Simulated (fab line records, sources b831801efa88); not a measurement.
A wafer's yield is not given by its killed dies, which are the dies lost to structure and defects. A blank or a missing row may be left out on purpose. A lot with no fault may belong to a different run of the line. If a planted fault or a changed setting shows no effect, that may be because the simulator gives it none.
fab line records | flow sky130
record lots=15 | wafers=45 | last_day=50
route steps=708 shown LDD_N@253 PAD_OPEN@708
lots that met no fault: from a run of the same line without faults
start_h: the number of hours between the record's first day and the start of the first shown wafer of the lot | wait_h: how many hours have passed since the lot's step before this one | " repeats the value in the row above | L1.1+2: a single row standing in for several wafers | - no value present, or no start provided | * or withheld: withheld | < > ~ a bound
route shown NAME@n: names a module that has steps shown in the file, with the first one's number in the route | usual: the fault-free wafers' mean and standard deviation | same: alike in all rows | chamber/n: place in a boat | sites: per-site readings | _std_site: standard deviation across them | _edge_site: outer sites' mean less inner sites' | radius_mm: for every site, how far away it sits from the centre of the wafer | mask NAME#n: copy n | behind: the most recent tool/chamber to have shaped the wafer | hold: why the lot went on hold/how many hours it stayed there/how the hold came to an end | device: the transistor (n, p or np) that didn't switch | end of line: the same wafers' tests at the end of the route | for a step that has no rows: nothing shown but its recipe | killed: at the first sort, the dies lost to defects and structure; wafer yield is something else | map: dies across one wafer; x = killed, . = not, _ = none there
set.NAME: the setting the step ran with; set.NAME@STEP: the setting that earlier step ran with | model.NAME: the simulator's own value behind a step, which no gauge read
route steps across a sampled set of lots; one table per step, one row per wafer
services: when a tool's chamber went out of use (start_h, in hours from the record's first day, below 0 if earlier), for how many hours, and the reason
## steps
# step SKY_LDD_N_STRIP_16
# recipe chemistry=O2/N2 | power_w=1400 | pressure_mtorr=1500 | platen_temp_c=withheld | o2_flow_sccm=3000 | n2_flow_sccm=300 | overash_fraction=0.5
# usual drypump_motor_current_A=5.8/0.51 | oes_product_au=0.407/0.0046 | strip_time_to_endpoint_s=4.315/0.015
lot.wafer | tool            | chamber | start_h | wait_h | drypump_motor_current_A | oes_product_au | rf_hours_counter_h | strip_time_to_endpoint_s
L192.3    | plasma_asher-02 | 0       | 394.81  | 0.1    | 6.4                     | 0.407          | -                  | 4.319
L192.4    | "               | 1       | "       | "      | 5.0                     | 0.401          | -                  | 4.307
L192.5    | "               | 0       | "       | "      | 6.5                     | 0.410          | -                  | 4.280
L193.1    | plasma_asher-03 | 1       | 408.28  | 0.1    | 5.9                     | 0.409          | 74                 | 4.305
L193.4    | "               | 1       | "       | "      | 5.9                     | 0.405          | -                  | 4.297
L193.6    | "               | 0       | "       | "      | 5.7                     | 0.407          | -                  | 4.315
L200.2    | plasma_asher-01 | 0       | 480.92  | 0.1    | 6.1                     | 0.409          | 67                 | 4.321
L200.4    | "               | 0       | "       | "      | 6.2                     | 0.407          | -                  | 4.319
L200.5    | "               | 1       | "       | "      | 5.9                     | 0.402          | -                  | 4.288
L201.1    | plasma_asher-01 | 1       | 486.77  | 0.1    | 6.0                     | 0.410          | 67                 | 4.316
L201.3    | "               | 1       | "       | "      | 6.0                     | 0.415          | -                  | 4.311
L201.5    | "               | 0       | "       | "      | 6.1                     | 0.408          | -                  | 4.331
L203.2    | plasma_asher-01 | 1       | 501.68  | 0.1    | 5.9                     | 0.403          | 69                 | 4.335
L203.3    | "               | 0       | "       | "      | 6.1                     | 0.410          | -                  | 4.340
L203.6    | "               | 0       | "       | "      | 6.2                     | 0.411          | -                  | 4.325
L204.1    | plasma_asher-02 | 0       | 513.68  | 0.1    | 6.4                     | 0.405          | 83                 | 4.318
L204.2    | "               | 1       | "       | "      | 5.0                     | 0.407          | 83                 | 4.301
L204.4    | "               | 1       | "       | "      | 5.0                     | 0.400          | -                  | 4.319
L206.2    | plasma_asher-02 | 1       | 532.82  | 0.1    | 5.0                     | 0.407          | 85                 | 4.339
L206.4    | "               | 0       | "       | "      | 6.4                     | 0.403          | -                  | 4.332
L206.6    | "               | 1       | "       | "      | 5.0                     | 0.415          | -                  | 4.317
L208.3    | plasma_asher-02 | 0       | 542.41  | 0.1    | 6.4                     | 0.401          | -                  | 4.311
L208.5    | "               | 1       | "       | "      | 5.1                     | 0.405          | -                  | 4.288
L208.6    | "               | 0       | "       | "      | 6.4                     | 0.404          | -                  | 4.306
L209.1    | plasma_asher-02 | 0       | 560.67  | 0.1    | 6.4                     | 0.406          | 87                 | 4.298
L209.3    | "               | 1       | "       | "      | 5.1                     | 0.403          | -                  | 4.296
L209.4    | "               | 0       | "       | "      | 6.4                     | 0.401          | -                  | 4.327
L210.2    | plasma_asher-03 | 0       | 562.77  | 0.1    | 5.7                     | 0.407          | 11                 | 4.309
L210.5    | "               | 0       | "       | "      | 5.7                     | 0.408          | -                  | 4.319
L210.6    | "               | 1       | "       | "      | 5.9                     | 0.407          | -                  | 4.321
L211.1    | plasma_asher-02 | 0       | 572.92  | 0.1    | 6.4                     | 0.415          | 89                 | 4.340
L211.4    | "               | 1       | "       | "      | 5.0                     | 0.404          | -                  | 4.319
L211.5    | "               | 1       | "       | "      | 5.0                     | 0.407          | -                  | 4.310
L212.1    | plasma_asher-01 | 0       | 583.81  | 0.1    | 6.1                     | 0.402          | 77                 | 4.339
L212.2    | "               | 1       | "       | "      | 5.9                     | 0.413          | 77                 | 4.316
L212.3    | "               | 1       | "       | "      | 5.9                     | 0.402          | -                  | 4.318
L213.4    | plasma_asher-02 | 1       | 591.51  | 0.1    | 5.1                     | 0.406          | -                  | 4.310
L213.5    | "               | 1       | "       | "      | 5.1                     | 0.400          | -                  | 4.332
L213.6    | "               | 0       | "       | "      | 6.4                     | 0.409          | -                  | 4.334
L214.3    | plasma_asher-02 | 1       | 593.81  | 0.1    | 5.0                     | 0.415          | -                  | 4.335
L214.4    | "               | 0       | "       | "      | 6.4                     | 0.414          | -                  | 4.321
L214.5    | "               | 1       | "       | "      | 5.0                     | 0.409          | -                  | 4.306
L215.1    | plasma_asher-01 | 0       | 605.11  | 0.1    | 6.2                     | 0.407          | 79                 | 4.312
L215.2    | "               | 1       | "       | "      | 6.0                     | 0.408          | 79                 | 4.324
L215.6    | "               | 1       | "       | "      | 5.9                     | 0.404          | -                  | 4.309
# step SKY_PAD_OPEN_PROBE_99
# usual killed_at_M0_to_M3=43/6.7 | killed_at_M4_up=3.2/1.8 | killed_at_contacts=24/4.8 | killed_at_front_end=16/4.2 | killed_at_other=0.3/0.56 | killed_dies=86/8.5 | killed_open=47/6.7 | killed_short=39/6
# same gross_dies=492 | killed_at_back_side=0
lot.wafer | tool      | chamber | start_h | wait_h | killed_at_M0_to_M3 | killed_at_M4_up | killed_at_contacts | killed_at_front_end | killed_at_other | killed_dies | killed_open | killed_short
L192.3    | prober-01 | -       | 1065.82 | 0.2    | 39                 | 7               | 32                 | 13                  | 0               | 91          | 48          | 43
L192.4    | prober-01 | -       | 1065.87 | 0.2    | 45                 | 3               | 18                 | 22                  | 0               | 88          | 51          | 37
L192.5    | prober-01 | -       | 1065.92 | 0.2    | 33                 | 2               | 32                 | 10                  | 0               | 77          | 39          | 36
L193.1    | prober-02 | -       | 1075.77 | 0.1    | 35                 | 0               | 25                 | 21                  | 0               | 81          | 42          | 39
L193.4    | prober-02 | -       | 1075.92 | 0.2    | 38                 | 7               | 27                 | 18                  | 0               | 90          | 45          | 45
L193.6    | prober-02 | -       | 1076.02 | 0.2    | 48                 | 2               | 17                 | 16                  | 1               | 84          | 39          | 45
L200.2    | prober-01 | -       | 1126.90 | 0.1    | 49                 | 5               | 29                 | 31                  | 0               | 114         | 56          | 36
L200.4    | prober-01 | -       | 1127.00 | 0.2    | 43                 | 3               | 19                 | 34                  | 0               | 99          | 41          | 33
L200.5    | prober-01 | -       | 1127.05 | 0.2    | 39                 | 6               | 27                 | 69                  | 0               | 141         | 46          | 40
L201.1    | prober-02 | -       | 1127.80 | 0.1    | 58                 | 6               | 22                 | 63                  | 0               | 149         | 57          | 35
L201.3    | prober-02 | -       | 1127.90 | 0.2    | 38                 | 5               | 14                 | 72                  | 0               | 129         | 39          | 28
L201.5    | prober-02 | -       | 1128.00 | 0.2    | 52                 | 2               | 34                 | 26                  | 0               | 114         | 49          | 43
L203.2    | prober-02 | -       | 1138.50 | 0.1    | 41                 | 4               | 24                 | 70                  | 1               | 140         | 47          | 33
L203.3    | prober-02 | -       | 1138.55 | 0.2    | 37                 | 3               | 28                 | 39                  | 1               | 108         | 48          | 36
L203.6    | prober-02 | -       | 1138.70 | 0.2    | 48                 | 3               | 23                 | 42                  | 0               | 116         | 41          | 48
L204.1    | prober-01 | -       | 1144.96 | 0.1    | 38                 | 2               | 40                 | 18                  | 0               | 98          | 53          | 45
L204.2    | prober-01 | -       | 1145.01 | 0.1    | 44                 | 2               | 23                 | 20                  | 0               | 89          | 52          | 37
L204.4    | prober-01 | -       | 1145.11 | 0.2    | 25                 | 2               | 23                 | 15                  | 0               | 65          | 35          | 30
L206.2    | prober-01 | -       | 1159.11 | 0.1    | 49                 | 3               | 13                 | 16                  | 1               | 82          | 42          | 40
L206.4    | prober-01 | -       | 1159.21 | 0.2    | 37                 | 5               | 21                 | 16                  | 1               | 80          | 32          | 48
L206.6    | prober-01 | -       | 1159.31 | 0.2    | 31                 | 4               | 19                 | 19                  | 1               | 74          | 37          | 36
L208.3    | prober-01 | -       | 1163.80 | 0.2    | 44                 | 2               | 21                 | 14                  | 0               | 81          | 47          | 34
L208.5    | prober-01 | -       | 1163.90 | 0.2    | 48                 | 3               | 29                 | 17                  | 0               | 97          | 57          | 40
L208.6    | prober-01 | -       | 1163.95 | 0.2    | 38                 | 2               | 19                 | 14                  | 0               | 73          | 35          | 38
L209.1    | prober-02 | -       | 1172.82 | 0.1    | 36                 | 6               | 22                 | 17                  | 2               | 83          | 44          | 39
L209.3    | prober-02 | -       | 1172.92 | 0.2    | 32                 | 1               | 24                 | 20                  | 0               | 77          | 39          | 37
L209.4    | prober-02 | -       | 1172.97 | 0.2    | 31                 | 2               | 28                 | 15                  | 1               | 77          | 42          | 35
L210.2    | prober-01 | -       | 1176.96 | 0.1    | 51                 | 1               | 19                 | 20                  | 1               | 92          | 48          | 44
L210.5    | prober-01 | -       | 1177.11 | 0.2    | 39                 | 1               | 20                 | 15                  | 1               | 76          | 41          | 34
L210.6    | prober-01 | -       | 1177.16 | 0.2    | 47                 | 5               | 26                 | 14                  | 0               | 92          | 48          | 44
L211.1    | prober-02 | -       | 1178.76 | 0.1    | 45                 | 6               | 28                 | 15                  | 0               | 94          | 53          | 41
L211.4    | prober-02 | -       | 1178.91 | 0.2    | 47                 | 2               | 30                 | 23                  | 0               | 102         | 50          | 52
L211.5    | prober-02 | -       | 1178.96 | 0.2    | 46                 | 1               | 26                 | 24                  | 0               | 97          | 45          | 52
L212.1    | prober-01 | -       | 1190.91 | 0.1    | 38                 | 3               | 27                 | 18                  | 0               | 86          | 44          | 41
L212.2    | prober-01 | -       | 1190.96 | 0.1    | 44                 | 3               | 24                 | 19                  | 1               | 91          | 46          | 44
L212.3    | prober-01 | -       | 1191.01 | 0.2    | 44                 | 3               | 13                 | 18                  | 0               | 78          | 42          | 34
L213.4    | prober-02 | -       | 1193.07 | 0.2    | 42                 | 4               | 14                 | 18                  | 1               | 79          | 43          | 36
L213.5    | prober-02 | -       | 1193.12 | 0.2    | 46                 | 6               | 29                 | 10                  | 0               | 91          | 59          | 32
L213.6    | prober-02 | -       | 1193.17 | 0.2    | 47                 | 1               | 20                 | 12                  | 0               | 80          | 37          | 43
L214.3    | prober-01 | -       | 1193.96 | 0.2    | 50                 | 3               | 25                 | 9                   | 0               | 87          | 41          | 46
L214.4    | prober-01 | -       | 1194.01 | 0.2    | 46                 | 3               | 19                 | 13                  | 0               | 81          | 33          | 48
L214.5    | prober-01 | -       | 1194.06 | 0.2    | 35                 | 4               | 28                 | 10                  | 0               | 77          | 49          | 28
L215.1    | prober-02 | -       | 1197.83 | 0.1    | 41                 | 1               | 31                 | 20                  | 0               | 93          | 46          | 47
L215.2    | prober-02 | -       | 1197.88 | 0.1    | 44                 | 2               | 23                 | 15                  | 0               | 84          | 44          | 39
L215.6    | prober-02 | -       | 1198.08 | 0.2    | 46                 | 3               | 21                 | 10                  | 1               | 81          | 47          | 33
# killed by level:class
L192.3 VIA1:geometric_particle:open=12 CONTACT:geometric_particle:open=10 CONTACT:geometric_particle:short=7 VIA3:geometric_particle:open=7 FIELD_ISO:geometric_particle:short=6 LI_CONTACT:geometric_particle:short=6 LI_CONTACT:geometric_particle:open=6 METAL2:geometric_particle:short=4
L192.4 CONTACT:geometric_particle:open=9 VIA3:geometric_particle:open=9 VIA2:geometric_particle:open=9 VIA1:geometric_particle:open=8 FIELD_ISO:geometric_particle:short=5 SPACER:geometric_particle:short=4 LI_CONTACT:geometric_particle:open=4 VIA1:geometric_particle:short=4
L192.5 LI_CONTACT:geometric_particle:open=13 CONTACT:geometric_particle:open=7 LOCAL_INTERCONNECT:geometric_particle:short=7 VIA3:geometric_particle:open=6 VIA3:geometric_particle:short=6 METAL1:geometric_particle:short=5 VIA1:geometric_particle:open=5 CONTACT:geometric_particle:short=4
L193.1 FIELD_ISO:geometric_particle:open=10 VIA1:geometric_particle:open=9 CONTACT:geometric_particle:short=8 METAL2:geometric_particle:short=8 LI_CONTACT:geometric_particle:open=6 LOCAL_INTERCONNECT:geometric_particle:short=5 FIELD_ISO:geometric_particle:short=4 VIA3:geometric_particle:open=4
L193.4 CONTACT:geometric_particle:open=10 LI_CONTACT:geometric_particle:open=8 VIA1:geometric_particle:open=8 POLY_GATE:geometric_particle:short=7 VIA2:geometric_particle:open=5 LOCAL_INTERCONNECT:geometric_particle:short=5 METAL1:geometric_particle:short=5 METAL2:geometric_particle:short=5
L193.6 VIA2:geometric_particle:open=9 VIA1:geometric_particle:open=8 VIA3:geometric_particle:short=7 CONTACT:geometric_particle:short=6 VIA3:geometric_particle:open=6 POLY_GATE:geometric_particle:short=5 LI_CONTACT:geometric_particle:open=5 METAL1:geometric_particle:short=5
L200.2 LDD_N:unspecified=22 VIA1:geometric_particle:open=14 LI_CONTACT:geometric_particle:open=9 VIA2:geometric_particle:open=9 CONTACT:geometric_particle:open=7 VIA1:geometric_particle:short=7 VIA3:geometric_particle:open=5 LOCAL_INTERCONNECT:geometric_particle:short=4
L200.4 LDD_N:unspecified=25 VIA1:geometric_particle:open=9 LOCAL_INTERCONNECT:geometric_particle:short=6 CONTACT:geometric_particle:open=6 METAL2:geometric_particle:short=6 VIA1:geometric_particle:short=6 VIA3:geometric_particle:open=5 FIELD_ISO:geometric_particle:short=4
L200.5 LDD_N:unspecified=55 LI_CONTACT:geometric_particle:open=14 VIA1:geometric_particle:open=8 METAL1:geometric_particle:short=6 VIA3:geometric_particle:open=6 FIELD_ISO:geometric_particle:short=5 METAL4:geometric_particle:short=5 VIA2:geometric_particle:open=5
L201.1 LDD_N:unspecified=55 VIA3:geometric_particle:open=17 CONTACT:geometric_particle:open=10 VIA1:geometric_particle:open=8 VIA2:geometric_particle:short=7 LI_CONTACT:geometric_particle:open=6 VIA2:geometric_particle:open=6 VIA1:geometric_particle:short=4
L201.3 LDD_N:unspecified=60 VIA2:geometric_particle:open=7 LI_CONTACT:geometric_particle:open=6 VIA1:geometric_particle:open=6 METAL3:geometric_particle:short=5 FIELD_ISO:geometric_particle:open=4 CONTACT:geometric_particle:open=4 METAL1:geometric_particle:short=4
L201.5 LDD_N:unspecified=22 CONTACT:geometric_particle:open=13 VIA1:geometric_particle:open=13 LI_CONTACT:geometric_particle:open=9 METAL2:geometric_particle:short=8 CONTACT:geometric_particle:short=7 VIA1:geometric_particle:short=6 VIA3:geometric_particle:open=5
L203.2 LDD_N:unspecified=59 CONTACT:geometric_particle:open=11 VIA1:geometric_particle:open=11 VIA2:geometric_particle:open=6 LI_CONTACT:geometric_particle:open=5 LI_CONTACT:geometric_particle:short=5 METAL1:geometric_particle:short=5 VIA3:geometric_particle:open=5
L203.3 LDD_N:unspecified=24 LI_CONTACT:geometric_particle:open=10 CONTACT:geometric_particle:short=8 VIA2:geometric_particle:open=6 VIA3:geometric_particle:open=6 METAL1:geometric_particle:short=5 CONTACT:geometric_particle:open=5 FIELD_ISO:geometric_particle:open=4
L203.6 LDD_N:unspecified=27 VIA1:geometric_particle:open=9 VIA3:geometric_particle:open=8 VIA1:geometric_particle:short=6 METAL1:geometric_particle:short=6 LOCAL_INTERCONNECT:geometric_particle:short=5 CONTACT:geometric_particle:short=5 VIA2:geometric_particle:short=5
L204.1 CONTACT:geometric_particle:open=17 CONTACT:geometric_particle:short=8 VIA3:geometric_particle:open=8 VIA1:geometric_particle:short=6 FIELD_ISO:geometric_particle:open=5 LOCAL_INTERCONNECT:geometric_particle:open=5 VIA2:geometric_particle:open=5 FIELD_ISO:geometric_particle:short=4
L204.2 LI_CONTACT:geometric_particle:open=8 VIA1:geometric_particle:open=7 VIA2:geometric_particle:open=7 CONTACT:geometric_particle:open=6 METAL1:geometric_particle:short=6 VIA3:geometric_particle:open=6 FIELD_ISO:geometric_particle:open=5 FIELD_ISO:geometric_particle:short=5
L204.4 CONTACT:geometric_particle:open=10 POLY_GATE:geometric_particle:short=6 FIELD_ISO:geometric_particle:open=5 LI_CONTACT:geometric_particle:open=4 VIA3:geometric_particle:short=4 FIELD_ISO:geometric_particle:short=3 CONTACT:geometric_particle:short=3 VIA1:geometric_particle:open=3
L206.2 VIA1:geometric_particle:open=14 POLY_GATE:geometric_particle:short=6 VIA2:geometric_particle:open=6 METAL2:geometric_particle:short=6 VIA3:geometric_particle:short=6 FIELD_ISO:geometric_particle:open=4 CONTACT:geometric_particle:open=4 METAL1:geometric_particle:short=4
L206.4 METAL2:geometric_particle:short=8 LOCAL_INTERCONNECT:geometric_particle:short=6 FIELD_ISO:geometric_particle:short=5 LI_CONTACT:geometric_particle:short=5 VIA2:geometric_particle:open=5 CONTACT:geometric_particle:open=5 METAL1:geometric_particle:short=4 VIA1:geometric_particle:open=4
L206.6 CONTACT:geometric_particle:open=8 METAL1:geometric_particle:short=8 POLY_GATE:geometric_particle:open=6 VIA1:geometric_particle:open=6 METAL2:geometric_particle:short=5 LI_CONTACT:geometric_particle:short=4 VIA2:geometric_particle:open=4 POLY_GATE:geometric_particle:short=3
L208.3 VIA1:geometric_particle:open=9 CONTACT:geometric_particle:open=7 VIA1:geometric_particle:short=7 VIA2:geometric_particle:open=7 LI_CONTACT:geometric_particle:open=6 VIA2:geometric_particle:short=5 VIA3:geometric_particle:open=5 FIELD_ISO:geometric_particle:open=4
L208.5 CONTACT:geometric_particle:open=14 VIA1:geometric_particle:open=13 VIA2:geometric_particle:open=8 CONTACT:geometric_particle:short=6 VIA3:geometric_particle:open=6 FIELD_ISO:geometric_particle:short=5 POLY_GATE:geometric_particle:open=4 LOCAL_INTERCONNECT:geometric_particle:short=4
L208.6 VIA1:geometric_particle:open=9 CONTACT:geometric_particle:short=8 VIA2:geometric_particle:open=6 FIELD_ISO:geometric_particle:open=4 LI_CONTACT:geometric_particle:open=4 CONTACT:geometric_particle:open=4 METAL2:geometric_particle:short=4 VIA2:geometric_particle:short=4
L209.1 CONTACT:geometric_particle:open=8 LI_CONTACT:geometric_particle:open=7 VIA1:geometric_particle:open=7 METAL2:geometric_particle:short=7 VIA3:geometric_particle:open=6 POLY_GATE:geometric_particle:open=5 CONTACT:geometric_particle:short=4 METAL1:geometric_particle:short=4
L209.3 VIA1:geometric_particle:open=10 LI_CONTACT:geometric_particle:open=8 FIELD_ISO:geometric_particle:short=6 CONTACT:geometric_particle:open=6 CONTACT:geometric_particle:short=5 VIA3:geometric_particle:short=5 FIELD_ISO:geometric_particle:open=4 METAL1:geometric_particle:short=4
L209.4 CONTACT:geometric_particle:open=11 LI_CONTACT:geometric_particle:open=8 VIA3:geometric_particle:open=6 FIELD_ISO:geometric_particle:short=5 VIA2:geometric_particle:open=5 FIELD_ISO:geometric_particle:open=4 VIA3:geometric_particle:short=4 VIA1:geometric_particle:open=4
L210.2 VIA1:geometric_particle:open=9 VIA2:geometric_particle:open=8 LI_CONTACT:geometric_particle:open=7 VIA3:geometric_particle:open=7 FIELD_ISO:geometric_particle:short=6 METAL1:geometric_particle:short=6 VIA3:geometric_particle:short=6 CONTACT:geometric_particle:open=4
L210.5 VIA1:geometric_particle:open=11 CONTACT:geometric_particle:open=7 FIELD_ISO:geometric_particle:short=4 POLY_GATE:geometric_particle:short=4 LI_CONTACT:geometric_particle:short=4 LOCAL_INTERCONNECT:geometric_particle:short=4 METAL1:geometric_particle:short=4 METAL2:geometric_particle:short=4
L210.6 LI_CONTACT:geometric_particle:open=11 VIA1:geometric_particle:open=9 METAL2:geometric_particle:short=6 FIELD_ISO:geometric_particle:open=5 CONTACT:geometric_particle:short=5 METAL1:geometric_particle:short=5 VIA1:geometric_particle:short=5 VIA2:geometric_particle:open=5
L211.1 VIA1:geometric_particle:open=12 CONTACT:geometric_particle:open=11 VIA3:geometric_particle:open=7 CONTACT:geometric_particle:short=6 METAL1:geometric_particle:short=6 LI_CONTACT:geometric_particle:open=5 VIA2:geometric_particle:open=5 FIELD_ISO:geometric_particle:short=4
L211.4 FIELD_ISO:geometric_particle:open=9 LI_CONTACT:geometric_particle:open=9 CONTACT:geometric_particle:short=8 CONTACT:geometric_particle:open=8 VIA2:geometric_particle:short=8 METAL1:geometric_particle:short=7 VIA3:geometric_particle:open=6 POLY_GATE:geometric_particle:short=6
L211.5 VIA1:geometric_particle:open=10 CONTACT:geometric_particle:short=7 VIA2:geometric_particle:open=7 POLY_GATE:geometric_particle:short=7 METAL1:geometric_particle:short=7 FIELD_ISO:geometric_particle:open=6 CONTACT:geometric_particle:open=6 LI_CONTACT:geometric_particle:open=5
L212.1 VIA1:geometric_particle:open=12 LI_CONTACT:geometric_particle:open=7 CONTACT:geometric_particle:open=7 LI_CONTACT:geometric_particle:short=6 VIA3:geometric_particle:open=6 CONTACT:geometric_particle:short=5 VIA2:geometric_particle:short=5 FIELD_ISO:geometric_particle:open=4
L212.2 VIA1:geometric_particle:open=13 CONTACT:geometric_particle:open=10 POLY_GATE:geometric_particle:short=8 METAL1:geometric_particle:short=7 FIELD_ISO:geometric_particle:short=5 LI_CONTACT:geometric_particle:open=5 CONTACT:geometric_particle:short=4 VIA1:geometric_particle:short=4
L212.3 VIA1:geometric_particle:open=13 VIA3:geometric_particle:short=6 FIELD_ISO:geometric_particle:open=5 LI_CONTACT:geometric_particle:open=5 METAL3:geometric_particle:short=5 METAL1:geometric_particle:short=5 CONTACT:geometric_particle:open=4 POLY_GATE:geometric_particle:short=3
L213.4 VIA1:geometric_particle:open=9 VIA3:geometric_particle:open=9 VIA2:geometric_particle:open=7 FIELD_ISO:geometric_particle:open=6 LI_CONTACT:geometric_particle:open=6 FIELD_ISO:geometric_particle:short=5 METAL1:geometric_particle:short=4 VIA1:geometric_particle:short=4
L213.5 VIA1:geometric_particle:open=18 LI_CONTACT:geometric_particle:open=13 CONTACT:geometric_particle:open=9 VIA3:geometric_particle:open=6 METAL4:geometric_particle:short=6 METAL2:geometric_particle:short=6 VIA1:geometric_particle:short=5 VIA2:geometric_particle:open=5
L213.6 VIA1:geometric_particle:open=9 LI_CONTACT:geometric_particle:open=7 VIA1:geometric_particle:short=7 VIA2:geometric_particle:open=7 LI_CONTACT:geometric_particle:short=6 METAL1:geometric_particle:short=6 VIA3:geometric_particle:open=6 POLY_GATE:geometric_particle:short=5
L214.3 VIA1:geometric_particle:open=14 METAL1:geometric_particle:short=8 CONTACT:geometric_particle:short=7 CONTACT:geometric_particle:open=6 VIA1:geometric_particle:short=6 METAL2:geometric_particle:short=5 VIA2:geometric_particle:open=5 LI_CONTACT:geometric_particle:short=4
L214.4 METAL1:geometric_particle:short=11 LI_CONTACT:geometric_particle:open=6 LOCAL_INTERCONNECT:geometric_particle:short=6 VIA1:geometric_particle:open=5 METAL2:geometric_particle:short=5 VIA3:geometric_particle:open=5 FIELD_ISO:geometric_particle:short=4 POLY_GATE:geometric_particle:short=4
L214.5 VIA1:geometric_particle:open=15 CONTACT:geometric_particle:open=11 LI_CONTACT:geometric_particle:open=8 VIA1:geometric_particle:short=5 VIA3:geometric_particle:open=4 CONTACT:geometric_particle:short=3 LI_CONTACT:geometric_particle:short=3 METAL1:geometric_particle:short=3
L215.1 CONTACT:geometric_particle:open=11 POLY_GATE:geometric_particle:short=9 VIA1:geometric_particle:open=7 LI_CONTACT:geometric_particle:short=6 CONTACT:geometric_particle:short=6 VIA3:geometric_particle:open=6 METAL1:geometric_particle:short=5 LI_CONTACT:geometric_particle:open=4
L215.2 METAL1:geometric_particle:short=8 VIA1:geometric_particle:open=7 VIA3:geometric_particle:open=7 FIELD_ISO:geometric_particle:open=6 POLY_GATE:geometric_particle:open=6 CONTACT:geometric_particle:open=6 VIA1:geometric_particle:short=6 LI_CONTACT:geometric_particle:open=4
L215.6 VIA1:geometric_particle:open=11 CONTACT:geometric_particle:open=10 VIA2:geometric_particle:open=9 VIA3:geometric_particle:open=7 METAL1:geometric_particle:short=6 METAL2:geometric_particle:short=5 POLY_GATE:geometric_particle:short=4 LI_CONTACT:geometric_particle:open=3
## services
tool            | chamber | start_h | hours | kind
plasma_asher-03 | -       | 377.28  | 1.8   | repair
plasma_asher-01 | -       | 392.50  | 2.5   | repair
plasma_asher-03 | -       | 421.25  | 9.0   | pm
plasma_asher-03 | 0       | 421.25  | 9.0   | vent_cycle
plasma_asher-03 | 1       | 421.25  | 9.0   | vent_cycle
plasma_asher-01 | -       | 424.96  | 1.7   | repair
plasma_asher-03 | 0       | 430.25  | -     | clean
plasma_asher-03 | 1       | 430.25  | -     | clean
plasma_asher-03 | -       | 482.90  | 1.2   | repair
plasma_asher-03 | -       | 491.84  | 14.6  | pm
plasma_asher-01 | -       | 567.07  | 2.4   | repair
plasma_asher-02 | -       | 600.68  | 8.6   | repair
## key
first_sign step=SKY_PAD_OPEN_PROBE_99 | reading=killed_at_front_end | direction=up | sigmas=8.1 | usual=16 | struck=50
effect step=SKY_PAD_OPEN_PROBE_99 | reading=killed_dies | direction=up | sigmas=4.4 | usual=86 | struck=123
met_at SKY_LDD_N_STRIP_16
struck_lots L200,L201,L203
tester_left_out L200,L201,L203
fault kind=chamber_particle_source | tool=plasma_asher-01 | chamber=- | onset_h=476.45 | steps=SKY_LDD_N_STRIP_16 | rate_per_visit_cm2=1.1507 | end_h=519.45
# tester_left_out: of these lots the tester's yield and bins aren't shown, on N5 and GAA mostly nor the transistor test; their killed dies are dies lost to structure and defects alone, not to doping, threshold or leakage, so they don't give the yield
